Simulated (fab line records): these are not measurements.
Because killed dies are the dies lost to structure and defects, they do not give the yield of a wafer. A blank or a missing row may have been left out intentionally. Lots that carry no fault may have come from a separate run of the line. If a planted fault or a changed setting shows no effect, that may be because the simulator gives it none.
fab line records    flow sky130
record: lots: 15  wafers: 45  last-day: 50
route steps=708 shown LDD_HVN@274 POLY_CUT@319 SD_P@324
lots that met no fault: taken from a fault-free run of the same line
start-h: the number of hours between the record's first day and the start of the first shown wafer of the lot    wait-h: hours from the lot's prior step to this one    " repeats the value in the row above    L1.1+2: a single row standing in for several wafers    - either no value or no given start    * or withheld: withheld    < > ~ a bound
route shown NAME@n: NAME is a module with steps in the file, n the number in the route of the first one    usual: mean/standard deviation of fault-free wafers    same: alike in all rows    chamber/n: place in a boat    sites: the reading at each site    _std_site: the values' standard deviation    _edge_site: mean of outer sites minus mean of inner sites    radius-mm: how far each site lies from the wafer's centre    mask NAME#n: copy n    behind: the most recent tool/chamber to have shaped the wafer    hold: why the lot was held/for how many hours/how that ended    device: which transistor (n, p or np) failed to switch    end of line: tests of these same wafers at the route's end    a step with no rows: only its recipe    killed: not the wafer's yield, but the dies lost to structure and defects at the first sort    map: the dies of a wafer, with x for killed, . for not killed, _ for no die there
set.NAME: setting as actually run; set.NAME@STEP: the setting as run at that earlier step    model.NAME: the simulator's own value behind a step, which no gauge read
the route's steps for a sample of lots (tables are steps, rows are wafers)
services: from which hour (start-h, from the record's first day; less than 0 if before it) a tool's chamber was out of use, for how many hours, and why
== steps ==
step: SKY_LDD_HVN_OVL_MEAS_07
usual: LDD_HVN_OVL: 0.6/1.4
lot.wafer  tool        chamber  start-h  wait-h  LDD_HVN_OVL[nm]
L283.2     overlay-02  -        462.12   0.1     0.3
L283.4     "           -        "        "       -0.3
L283.5     "           -        "        "       -0.9
L284.2     overlay-01  -        478.97   0.1     1.5
L284.4     "           -        "        "       1.5
L284.6     "           -        "        "       2.5
L288.1     overlay-01  -        519.21   0.1     0.4
L288.2     "           -        "        "       0.0
L288.5     "           -        "        "       0.2
L289.1     overlay-01  -        527.61   0.1     0.6
L289.4     "           -        "        "       -1.2
L289.5     "           -        "        "       -0.3
L291.3     overlay-02  -        538.87   0.1     -1.3
L291.4     "           -        "        "       -1.3
L291.5     "           -        "        "       -0.4
L290.2     overlay-01  -        539.01   0.1     -1.8
L290.5     "           -        "        "       -1.0
L290.6     "           -        "        "       -0.3
L295.1     overlay-02  -        576.65   0.1     -0.7
L295.5     "           -        "        "       0.4
L295.6     "           -        "        "       -0.4
L297.3     overlay-01  -        592.72   0.1     -0.3
L297.4     "           -        "        "       -0.3
L297.5     "           -        "        "       1.8
L298.3     overlay-02  -        605.42   0.1     3.7
L298.5     "           -        "        "       2.3
L298.6     "           -        "        "       3.5
L299.1     overlay-02  -        607.56   0.1     2.6
L299.2     "           -        "        "       1.7
L299.6     "           -        "        "       1.7
L301.1     overlay-01  -        628.01   0.1     0.5
L301.4     "           -        "        "       0.7
L301.5     "           -        "        "       2.1
L302.1     overlay-01  -        629.75   0.1     2.9
L302.3     "           -        "        "       1.0
L302.6     "           -        "        "       0.8
L304.4     overlay-01  -        657.12   0.1     -1.9
L304.5     "           -        "        "       -1.6
L304.6     "           -        "        "       -0.9
L305.1     overlay-02  -        663.61   0.1     1.8
L305.4     "           -        "        "       2.1
L305.6     "           -        "        "       -0.9
L306.1     overlay-01  -        673.70   0.1     1.6
L306.4     "           -        "        "       0.0
L306.6     "           -        "        "       -1.7
step: SKY_POLY_CUT_STRIP_12
recipe: chemistry: O2/N2  power-w: 1400  pressure-mtorr: 1500  platen-temp-c: withheld  o2-flow-sccm: 3000  n2-flow-sccm: 300  overash-fraction: 0.5
usual: drypump-motor-current-A: 5.6/0.42  o2-flow-sccm: 3001/9.5  oes-product-au: 0.452/0.0049  strip-time-to-endpoint-s: 5.349/0.017
lot.wafer  tool             chamber  start-h  wait-h  drypump-motor-current-A  o2-flow-sccm  oes-product-au  rf-hours-counter-h  strip-time-to-endpoint-s
L283.2     plasma-asher-01  1        558.49   0.0     5.6                      3015          0.453           44                  5.339
L283.4     "                1        "        "       5.6                      3005          0.461           -                   5.350
L283.5     "                0        "        "       5.7                      2988          0.451           -                   5.338
L284.2     plasma-asher-04  1        575.69   0.0     4.8                      3008          0.461           75                  5.370
L284.4     "                1        "        "       4.8                      3024          0.457           -                   5.345
L284.6     "                1        "        "       4.8                      3012          0.451           -                   5.368
L288.1     plasma-asher-01  1        610.69   0.0     5.6                      2980          0.442           50                  5.348
L288.2     "                0        "        "       5.7                      2995          0.448           50                  5.334
L288.5     "                1        "        "       5.6                      2997          0.442           -                   5.341
L289.1     plasma-asher-02  0        619.07   0.0     5.9                      2993          0.460           92                  5.369
L289.4     "                1        "        "       5.0                      2995          0.454           -                   5.347
L289.5     "                0        "        "       5.9                      2984          0.458           -                   5.364
L291.3     plasma-asher-02  1        629.73   0.1     5.0                      3004          0.452           -                   5.331
L291.4     "                0        "        "       5.9                      3000          0.449           -                   5.351
L291.5     "                0        "        "       5.9                      3014          0.450           -                   5.341
L290.2     plasma-asher-01  0        630.64   0.0     5.7                      3013          0.444           51                  5.340
L290.5     "                1        "        "       5.6                      2990          0.452           -                   5.318
L290.6     "                0        "        "       5.7                      2993          0.453           -                   5.335
L295.1     plasma-asher-01  1        666.84   0.0     5.6                      3005          0.448           55                  5.366
L295.5     "                0        "        "       5.7                      3004          0.456           -                   5.371
L295.6     "                1        "        "       5.6                      3008          0.466           -                   5.373
L297.3     plasma-asher-04  1        683.80   0.1     4.8                      3015          0.449           -                   5.322
L297.4     "                0        "        "       6.2                      3007          0.456           -                   5.352
L297.5     "                0        "        "       6.2                      2992          0.462           -                   5.359
L298.3     plasma-asher-01  0        694.58   0.1     5.7                      2997          0.450           -                   5.354
L298.5     "                1        "        "       5.6                      2997          0.451           -                   5.358
L298.6     "                0        "        "       5.7                      3004          0.453           -                   5.365
L299.1     plasma-asher-04  1        697.34   0.0     4.8                      2996          0.453           87                  5.371
L299.2     "                0        "        "       6.2                      3006          0.454           87                  5.357
L299.6     "                0        "        "       6.2                      2999          0.452           -                   5.372
L301.1     plasma-asher-01  1        718.14   0.0     5.6                      3004          0.456           60                  5.364
L301.4     "                1        "        "       5.6                      3007          0.453           -                   5.366
L301.5     "                1        "        "       5.6                      2994          0.447           -                   5.347
L302.1     plasma-asher-01  0        719.74   0.0     5.7                      2990          0.462           60                  5.351
L302.3     "                1        "        "       5.6                      2997          0.455           -                   5.364
L302.6     "                1        "        "       5.6                      3006          0.450           -                   5.328
L304.4     plasma-asher-01  1        743.88   0.1     5.6                      2985          0.450           -                   5.331
L304.5     "                0        "        "       5.8                      3026          0.455           -                   5.361
L304.6     "                1        "        "       5.6                      2993          0.453           -                   5.362
L305.1     plasma-asher-01  1        750.69   0.0     5.6                      2999          0.446           63                  5.348
L305.4     "                1        "        "       5.6                      2977          0.454           -                   5.356
L305.6     "                1        "        "       5.6                      3004          0.444           -                   5.354
L306.1     plasma-asher-01  0        761.24   0.0     5.7                      2999          0.452           64                  5.357
L306.4     "                1        "        "       5.6                      2993          0.444           -                   5.334
L306.6     "                1        "        "       5.6                      3007          0.447           -                   5.344
step: SKY_SD_P_EXPOSE_04
recipe: mask-id: PSDM  na: 0.6  source-shape: conventional  sigma-outer: 0.6  polarization: unpolarized  target-cd-nm: 380  dose-mj: 138
usual: exposure-dose-mJ-cm2: 138.02/0.14  focus-offset-nm: 0.1/0.53
lot.wafer  tool              chamber  start-h  wait-h  mask    exposure-dose-mJ-cm2  focus-offset-nm
L283.2     iline-stepper-02  0        573.72   -       PSDM#0  138.06                -0.2
L283.4     "                 0        "        "       PSDM#0  138.01                -0.4
L283.5     "                 0        "        "       PSDM#0  138.09                0.6
L284.2     iline-stepper-01  0        590.42   -       PSDM#0  137.93                0.6
L284.4     "                 0        "        "       PSDM#0  137.92                0.7
L284.6     "                 0        "        "       PSDM#0  138.09                0.3
L288.1     iline-stepper-01  0        625.58   -       PSDM#0  138.13                0.1
L288.2     "                 0        "        "       PSDM#0  137.97                -0.4
L288.5     "                 0        "        "       PSDM#0  138.30                -0.4
L289.1     iline-stepper-02  0        633.80   -       PSDM#0  138.16                0.1
L289.4     "                 0        "        "       PSDM#0  137.75                0.2
L289.5     "                 0        "        "       PSDM#0  137.94                0.4
L291.3     iline-stepper-01  0        644.35   -       PSDM#0  138.01                -0.2
L291.4     "                 0        "        "       PSDM#0  137.92                0.2
L291.5     "                 0        "        "       PSDM#0  138.04                -0.8
L290.2     iline-stepper-02  0        646.05   -       PSDM#0  137.85                0.5
L290.5     "                 0        "        "       PSDM#0  137.99                0.1
L290.6     "                 0        "        "       PSDM#0  138.09                -0.1
L295.1     iline-stepper-01  0        681.45   -       PSDM#0  137.98                0.3
L295.5     "                 0        "        "       PSDM#0  138.21                0.2
L295.6     "                 0        "        "       PSDM#0  137.82                -0.7
L297.3     iline-stepper-02  -        697.63   -       PSDM#0  -                     -
L297.4     "                 -        "        "       PSDM#0  -                     -
L297.5     "                 -        "        "       PSDM#0  -                     -
L298.3     iline-stepper-01  -        708.84   -       PSDM#0  -                     -
L298.5     "                 -        "        "       PSDM#0  -                     -
L298.6     "                 -        "        "       PSDM#0  -                     -
L299.1     iline-stepper-01  -        711.78   -       PSDM#0  -                     -
L299.2     "                 -        "        "       PSDM#0  -                     -
L299.6     "                 -        "        "       PSDM#0  -                     -
L301.1     iline-stepper-01  0        732.09   -       PSDM#0  137.80                0.7
L301.4     "                 0        "        "       PSDM#0  138.19                0.8
L301.5     "                 0        "        "       PSDM#0  138.01                0.3
L302.1     iline-stepper-01  0        733.60   -       PSDM#0  138.10                -0.1
L302.3     "                 0        "        "       PSDM#0  138.00                -0.9
L302.6     "                 0        "        "       PSDM#0  137.96                -0.1
L304.4     iline-stepper-02  0        757.44   -       PSDM#0  138.21                1.0
L304.5     "                 0        "        "       PSDM#0  138.09                0.1
L304.6     "                 0        "        "       PSDM#0  138.15                0.9
L305.1     iline-stepper-01  0        763.58   -       PSDM#0  137.98                0.0
L305.4     "                 0        "        "       PSDM#0  137.94                0.5
L305.6     "                 0        "        "       PSDM#0  137.80                -0.3
L306.1     iline-stepper-01  0        775.21   -       PSDM#0  138.02                0.1
L306.4     "                 0        "        "       PSDM#0  137.85                0.4
L306.6     "                 0        "        "       PSDM#0  137.95                0.4
step: SKY_SD_P_STRIP_10
recipe: chemistry: O2/N2  power-w: 1400  pressure-mtorr: 1500  platen-temp-c: withheld  o2-flow-sccm: 3000  n2-flow-sccm: 300  overash-fraction: 0.5
usual: drypump-motor-current-A: 5.4/0.39  o2-flow-sccm: 3001/8.8  oes-product-au: 0.618/0.0051  strip-time-to-endpoint-s: 17.51/0.044
lot.wafer  tool             chamber  start-h  wait-h  drypump-motor-current-A  o2-flow-sccm  oes-product-au  rf-hours-counter-h  strip-time-to-endpoint-s
L283.2     plasma-asher-01  1        588.61   0.1     5.6                      2993          0.621           47                  17.55
L283.4     "                0        "        "       5.7                      2989          0.617           -                   17.54
L283.5     "                1        "        "       5.6                      3015          0.618           -                   17.54
L284.2     plasma-asher-01  0        605.52   0.1     5.7                      3004          0.618           49                  17.48
L284.4     "                0        "        "       5.7                      2999          0.614           -                   17.51
L284.6     "                1        "        "       5.6                      3000          0.615           -                   17.53
L288.1     plasma-asher-03  1        639.61   0.1     5.7                      3009          0.621           21                  17.51
L288.2     "                0        "        "       4.9                      3004          0.615           21                  17.49
L288.5     "                0        "        "       4.9                      2999          0.616           -                   17.57
L289.1     plasma-asher-03  0        648.06   0.1     4.9                      3001          0.619           22                  17.45
L289.4     "                0        "        "       4.9                      2993          0.615           -                   17.46
L289.5     "                0        "        "       4.9                      3001          0.616           -                   17.45
L291.3     plasma-asher-02  1        659.10   0.1     5.0                      3005          0.632           -                   17.52
L291.4     "                0        "        "       5.9                      2998          0.621           -                   17.52
L291.5     "                0        "        "       5.9                      2984          0.608           -                   17.53
L290.2     plasma-asher-02  0        660.41   0.1     5.9                      2989          0.611           97                  17.54
L290.5     "                1        "        "       5.0                      2990          0.621           -                   17.54
L290.6     "                0        "        "       5.9                      3012          0.614           -                   17.56
L295.1     plasma-asher-02  1        695.57   0.1     5.0                      3003          0.620           100                 17.57
L295.5     "                0        "        "       5.9                      3000          0.618           -                   17.48
L295.6     "                1        "        "       5.0                      3013          0.626           -                   17.50
L297.3     plasma-asher-03  1        712.05   0.1     5.7                      3012          0.622           -                   17.59
L297.4     "                0        "        "       4.9                      2989          0.614           -                   17.59
L297.5     "                0        "        "       4.9                      2998          0.621           -                   17.57
L298.3     plasma-asher-01  1        723.24   0.1     5.6                      2999          0.617           -                   17.48
L298.5     "                0        "        "       5.7                      3008          0.617           -                   17.49
L298.6     "                1        "        "       5.6                      3000          0.620           -                   17.56
L299.1     plasma-asher-03  0        725.82   0.1     4.9                      2992          0.615           30                  17.46
L299.2     "                1        "        "       5.7                      3009          0.615           30                  17.43
L299.6     "                1        "        "       5.6                      3006          0.611           -                   17.45
L301.1     plasma-asher-02  1        746.66   0.1     5.0                      2999          0.620           0                   17.56
L301.4     "                0        "        "       5.8                      2988          0.619           -                   17.53
L301.5     "                1        "        "       5.0                      3000          0.622           -                   17.53
L302.1     plasma-asher-02  1        747.86   0.1     5.0                      3008          0.616           0                   17.43
L302.3     "                0        "        "       5.9                      3014          0.614           -                   17.50
L302.6     "                1        "        "       5.0                      2996          0.625           -                   17.43
L304.4     plasma-asher-01  1        769.99   0.1     5.6                      2992          0.626           -                   17.49
L304.5     "                1        "        "       5.6                      3000          0.620           -                   17.50
L304.6     "                0        "        "       5.7                      3000          0.618           -                   17.48
L305.1     plasma-asher-02  0        777.51   0.1     5.9                      2988          0.617           3                   17.49
L305.4     "                0        "        "       5.9                      3006          0.621           -                   17.49
L305.6     "                1        "        "       5.0                      3006          0.629           -                   17.47
L306.1     plasma-asher-01  0        789.01   0.1     5.7                      2993          0.626           67                  17.57
L306.4     "                1        "        "       5.6                      3003          0.607           -                   17.55
L306.6     "                1        "        "       5.6                      3013          0.620           -                   17.60
== services ==
tool              chamber  start-h  hours  kind
iline-stepper-02  -        547.23   8.9    pm
plasma-asher-03   -        552.33   1.2    repair
iline-stepper-01  -        558.61   18.3   repair
iline-stepper-01  -        576.88   1.7    pm
plasma-asher-02   -        578.95   2.8    pm
iline-stepper-01  -        583.49   2.1    pm
iline-stepper-01  -        585.57   -      consumable-replace:lamp
iline-stepper-02  -        593.69   1.7    pm
plasma-asher-01   -        664.32   2.1    repair
plasma-asher-03   -        679.27   0.9    repair
iline-stepper-02  -        725.73   0.7    repair
plasma-asher-02   -        733.75   9.0    pm
plasma-asher-02   0        733.75   9.0    vent-cycle
plasma-asher-02   1        733.75   9.0    vent-cycle
plasma-asher-02   0        742.75   -      clean
plasma-asher-02   1        742.75   -      clean
plasma-asher-01   -        768.38   1.5    repair
iline-stepper-01  -        789.05   1.7    pm
== key ==
first-sign: step: SKY_SD_P_EXPOSE_04  reading: tool-record  direction: missing
effect none on later readings
met-at SKY_SD_P_EXPOSE_04
struck-lots L297,L298,L299
sort-left-out L297.3,L297.4,L297.5,L298.3,L298.5,L298.6,L299.1,L299.2,L299.6
tester-left-out L297,L298,L299
not-acting-at SKY_LDD_HVN_OVL_MEAS_07,SKY_POLY_CUT_STRIP_12,SKY_SD_P_STRIP_10
onset-between 681.45 697.63
fault: kind: skipped-step-whole  tool: iline-stepper-01,iline-stepper-02  chamber: -  onset-h: 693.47  steps: SKY_SD_P_EXPOSE_04  scope: struck-lots-only
tester-left-out: of these lots the tester's yield and bins aren't shown, on N5 and GAA mostly nor the transistor test; their killed dies are dies lost to structure and defects alone, not to doping, threshold or leakage, so they don't give the yield
sort-left-out: the simulated sort isn't trusted on such a fault, so these wafers' sort isn't shown, and their yield isn't known
